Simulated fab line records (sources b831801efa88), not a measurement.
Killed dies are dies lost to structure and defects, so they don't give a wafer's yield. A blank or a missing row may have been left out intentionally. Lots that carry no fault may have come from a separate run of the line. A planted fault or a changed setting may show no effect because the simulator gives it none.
Which tool was responsible? -- flow sky130 -- Sampling: 7 lots, 21 wafers, 2 of 708 route steps

## WHAT EACH GAUGE READ, for each wafer
SKY_RES_XHIGH_TW_MEAS_09.
lot,measured,on,RES_XHIGH_TW
L596,day 27 13:50,film-metro-01,1650 1645 1654
L601,day 29 10:47,film-metro-04,30 30 30
L607,day 31 08:10,film-metro-02,1630 1629 1637
L610,day 32 15:19,film-metro-01,1648 1653 1648
L611,day 33 11:00,film-metro-01,1664 1667 1668
L613,day 33 15:43,film-metro-02,1638 1623 1629
L616,day 34 07:56,film-metro-01,1663 1665 1666

## EACH LOT AND THE TOOL THAT RAN IT (in order: tool; ch and the chambers of the sampled wafers; start)
lot,SKY_RES_XHIGH_DEVELOP_06
L596,"litho-track-02 ch 0, day 27 13:26"
L601,"litho-track-03, day 29 10:23"
L607,"litho-track-04 ch 0, day 31 07:47"
L610,"litho-track-02 ch 0, day 32 14:53"
L611,"litho-track-02 ch 0, day 33 10:37"
L613,"litho-track-04 ch 0, day 33 15:20"
L616,"litho-track-02 ch 0, day 34 07:32"
- SKY_RES_XHIGH_DEVELOP_06: develop time 60 s.

## THE ANSWER, worked out from the rows above alone
Rule: the usual values come from the lots themselves. The widest of any qualifying gaps counts: lots, ordered by their means at a reading, are off when they make up no more than a third of the lots, leave a main group of 4 or more, and stand apart from it by 3 or more times the standard deviation of that group's means. A main group is skipped when, at the precision printed for the reading in the tables above, its means are all equal. A lot without any number at a reading at which 4 lots or more have one is off too. Any other lot the step has rows for is counted as sound.
Off: at SKY_RES_XHIGH_TW_MEAS_09 (RES_XHIGH_TW), L601. The main group: mean 1649, standard deviation 14.
A tool fits if, at a process step before that reading, it ran every lot that is off, and no sound lot after the first of them. Those tools and the gauges at SKY_RES_XHIGH_TW_MEAS_09 are tried in the same way. Can't be told from this: 2 tools fit, litho-track-03 at SKY_RES_XHIGH_DEVELOP_06, film-metro-04 at SKY_RES_XHIGH_TW_MEAS_09.

## WHAT WAS PUT IN BY THE SIMULATOR
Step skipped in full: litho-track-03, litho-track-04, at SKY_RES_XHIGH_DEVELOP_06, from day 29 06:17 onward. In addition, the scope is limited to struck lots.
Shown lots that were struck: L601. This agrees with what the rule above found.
